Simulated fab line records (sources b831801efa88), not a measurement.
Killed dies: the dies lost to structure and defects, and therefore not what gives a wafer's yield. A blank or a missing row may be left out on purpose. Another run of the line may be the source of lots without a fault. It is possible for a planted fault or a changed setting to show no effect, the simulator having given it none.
A struck lot beside a sound one	flow gf180mcu	30 steps out of a route of 602
Sound: these wafers, L206.2, L206.4, L206.5. Struck: wafers L204.2, L204.6 (left out: L204.3, a lot-mate that was not struck); the cause follows at the end.
Each step with rows lists, per side, the tool, then ch with its chambers, then its first start. Under that, the readings that differ: sound wafers	struck wafers	difference of the means	sigmas: that difference in standard deviations of wafers without a fault.
alike: readings with means less than 2 such deviations apart, plus words and numbers identical on both sides. not compared: withheld readings, readings lacking a value on some wafer, bounds such as >300 that could conceal the same value, and numbers that have no deviation in the record and whose values overlap.
Wherever a step has rows on one side only, a row that says differs or no value, or a row with sigmas, the two part there. Numbers that don't overlap but have no deviation are shown without sigmas and don't part them. A reading that every wafer of one side lacks parts them only if that side has two wafers or more.

first, 3 steps without rows for these wafers: GF_PSD_EXPOSE_04 (exposes mask Pplus, target cd 400 nm); GF_PSD_PEB_05; GF_PSD_DEVELOP_06 (develop time 60 s).
GF_PSD_CD_MEAS_07 targets a cd of 400 nm.
  struck on cd_sem-02, day 20 21:25; sound on cd_sem-02, day 21 07:46
  alike: cd_nm
GF_PSD_OVL_MEAS_08:
  struck on overlay-01, day 20 21:31; sound on overlay-01, day 21 07:52
reading	sound	struck	difference	sigmas
PSD_OVL (nm)	0.4 -0.8 0.3	2.7 3.0	+2.9	+2
then, 1 step without rows for these wafers: GF_PSD_IMPLANT_09.
GF_PSD_STRIP_10: strips in O2/N2.
  sound on plasma_asher-03 ch 0,1, day 21 08:02; struck on plasma_asher-03 ch 0,1, day 20 21:41
  alike: drypump_motor_current_A, heater_power_w, n2_flow_sccm, oes_product_au, strip_time_to_endpoint_s
  not compared: rf_hours_counter_h
GF_PSD_TW_MEAS_11:
  struck on film_metro-03, day 20 21:48; sound on film_metro-03, day 21 08:09
  alike: PSD_TW
then, 1 step without rows for these wafers: GF_PSD_CLEAN_12 (cleans in SC1/SC2, time 150 s).
GF_PSD_RTA_13: time 20 s.
  sound on rtp_anneal-02 ch 0, day 21 08:17; struck on rtp_anneal-01 ch 0, day 20 21:55
reading	sound	struck	difference	sigmas
lamp_power_pct (%)	40 40 40	33 33	-7	-2
  alike: anneal_temp_c_max, wafer_temp_C_max
GF_PSD_RS_MEAS_14: uses a four-point probe to measure.
  struck on film_metro-04, day 20 22:01; sound on film_metro-04, day 21 08:26
  alike: NSD_RS
GF_PSD_RS_MEAS_15: uses a four-point probe to measure.
  struck on film_metro-04, day 20 22:08; sound on film_metro-04, day 21 08:34
  alike: PSD_RS
GF_SAB_CVD_00: deposits SiO2 from TEOS, target thk 50 nm, time 4.9302 s.
  sound on pecvd-01 ch 0,2, day 21 08:40; struck on pecvd-04 ch 1, day 20 22:14
reading	sound	struck	difference	sigmas
model.SiO2_of_SAB_CVD_00.thk_nm (nm)	49.52 50.88 50.34	53.83 55.09	+4.21	
  alike: heater_power_w
GF_SAB_THK_MEAS_01:
  struck on film_metro-02, day 20 22:16; sound on film_metro-02, day 21 08:41
reading	sound	struck	difference	sigmas
SAB_CVD_00_THK (nm)	49.5 50.8 50.3	53.8 55.1	+4.3	+6
then, 7 steps without rows for these wafers: GF_SAB_DEHYDRATE_02 (time 60 s); GF_SAB_HMDS_03 (prime time 60 s); GF_SAB_COAT_04 (resist thk 1000 nm); GF_SAB_SOFTBAKE_05 (time 60 s); GF_SAB_EXPOSE_06 (exposes mask SAB, target cd 420 nm); GF_SAB_PEB_07; GF_SAB_DEVELOP_08 (develop time 60 s).
GF_SAB_CD_MEAS_09 targets a cd of 420 nm.
  struck on cd_sem-01, day 21 22:25; sound on cd_sem-01, day 22 08:28
  alike: cd_nm
GF_SAB_OVL_MEAS_10:
  struck on overlay-02, day 21 22:31; sound on overlay-02, day 22 08:35
  alike: SAB_OVL
GF_SAB_ETCH_11: etches SiO2 in C4F8/O2/Ar, target depth 55 nm, time 8.5 s.
  sound on rie_diel-01 ch 0,1,2, day 22 08:37; struck on rie_diel-03 ch 1, day 21 22:32
reading	sound	struck	difference	sigmas
oes_product_au (a.u.)	0.996 0.991 1.002	1.008 1.020	+0.018	+2
  not compared: rf_hours_counter_h
then, 1 step without rows for these wafers: GF_SAB_WET_ETCH_12 (etches SiO2 in dHF, target depth 22 nm, time 440 s).
GF_SAB_STRIP_13: strips in O2/N2.
  sound on plasma_asher-02 ch 1, day 22 08:46; struck on plasma_asher-02 ch 1, day 21 22:43
reading	sound	struck	difference	sigmas
strip_time_to_endpoint_s (s)	12.68 12.67 12.68	12.60 12.59	-0.08	-2
  alike: drypump_motor_current_A, heater_power_w, n2_flow_sccm, oes_product_au
  not compared: rf_hours_counter_h
then, 1 step without rows for these wafers: GF_SALICIDE_CLEAN_00 (cleans in SC1/SC2, time 150 s).
GF_SALICIDE_WET_ETCH_01: etches SiO2 in dHF, target depth 5 nm, time 100 s.
  sound on wet_bench-04 ch 1, day 22 08:55; struck on wet_bench-04 ch 1, day 21 22:52
reading	sound	struck	difference	sigmas
model.SiO2_of_SAB_CVD_00.thk_nm (nm)	38.86 40.17 39.6	43.17 44.41	+4.25	
  alike: temp_c
GF_SALICIDE_SPUTTER_02: material Co, target thk 10 nm, time 19.33 s.
  struck on pvd_sputter-02, day 21 22:53; sound on pvd_sputter-02, day 22 08:58
  alike: throttle_valve_pct
-- the record jumps here: 12 days lie between the struck wafers' starts before and after (it left off in module SALICIDE and takes up again in module PASSIVATION, whose first step shown is number 602 of the route) --
GF_PASSIVATION_PROBE_99:
  record: rows for the struck wafers here (prober-01, day 34 03:22), none for the sound ones

== WHERE THEY PART ==
Earliest at GF_PSD_OVL_MEAS_08; latest, in this record, at GF_PASSIVATION_PROBE_99.

WHY: what had been put in by the simulator
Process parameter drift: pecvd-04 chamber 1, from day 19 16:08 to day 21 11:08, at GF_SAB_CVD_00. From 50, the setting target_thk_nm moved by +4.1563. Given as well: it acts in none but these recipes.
